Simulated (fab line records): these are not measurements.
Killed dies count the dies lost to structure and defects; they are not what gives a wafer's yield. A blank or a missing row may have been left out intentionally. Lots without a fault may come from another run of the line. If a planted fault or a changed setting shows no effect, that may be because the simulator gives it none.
Chamber matching :: flow gf180mcu :: GF_V2_CMP_26 on cmp-01: 4 sister chambers
The step polishes, stops on SiO2, t overpolish 15 s, target thk 0 nm. 7 wafers are shown with their chamber, then 7 later ones without.

WAFERS, EACH WITH ITS CHAMBER
wafer: L563.3
chamber: 2
motorCurrentA (A): 11.1
overpolishRunS (s): 15.010

wafer: L563.5
chamber: 1
motorCurrentA (A): 10.8
overpolishRunS (s): 14.995

wafer: L568.1
chamber: 3
motorCurrentA (A): 12.6
overpolishRunS (s): 15.002

wafer: L568.2
chamber: 0
motorCurrentA (A): 11.5
overpolishRunS (s): 15.004

wafer: L568.3
chamber: 1
motorCurrentA (A): 10.8
overpolishRunS (s): 15.000

wafer: L569.3
chamber: 0
motorCurrentA (A): 11.6
overpolishRunS (s): 14.985

wafer: L569.4
chamber: 3
motorCurrentA (A): 13.4
overpolishRunS (s): 14.992

WAFERS MISSING THEIR CHAMBER
wafer: L569.6
motorCurrentA (A): 12.1
overpolishRunS (s): 14.990

wafer: L571.2
motorCurrentA (A): 11.4
overpolishRunS (s): 15.008

wafer: L571.5
motorCurrentA (A): 11.4
overpolishRunS (s): 14.999

wafer: L571.6
motorCurrentA (A): 12.0
overpolishRunS (s): 15.006

wafer: L575.1
motorCurrentA (A): 10.6
overpolishRunS (s): 15.001

wafer: L575.2
motorCurrentA (A): 11.4
overpolishRunS (s): 14.996

wafer: L575.3
motorCurrentA (A): 11.3
overpolishRunS (s): 14.992

WHICH CHAMBER EACH WENT THROUGH
wafer: L569.6
from the rows above: can't be placed: 0 or 3
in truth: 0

wafer: L571.2
from the rows above: can't be placed: 2 or 0 or 1
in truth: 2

wafer: L571.5
from the rows above: can't be placed: 0 or 2 or 1
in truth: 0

wafer: L571.6
from the rows above: can't be placed: 0 or 2 or 3 or 1
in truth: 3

wafer: L575.1
from the rows above: can't be placed: 1 or 2
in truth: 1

wafer: L575.2
from the rows above: can't be placed: 0 or 2 or 1
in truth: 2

wafer: L575.3
from the rows above: can't be placed: 0 or 1 or 2
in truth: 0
Correct placement for 0 of the 7. These rows do not allow placing 7 (true chamber among the candidates in 7). 0 placed wrongly.
How it was worked out, from the rows above alone: a wafer's distance from a chamber is the root of the sum, over the readings, of the square of ((its reading less the chamber's mean) divided by the reading's scatter). The wafer belongs to the nearest chamber; if the next one is less than 2 further off, it can't be placed. A chamber's mean is the mean of its shown wafers. How the scatter is found: for the shown wafers, subtract from each reading the mean of its chamber, square and add these, divide the total by (wafers less chambers), then take the root.
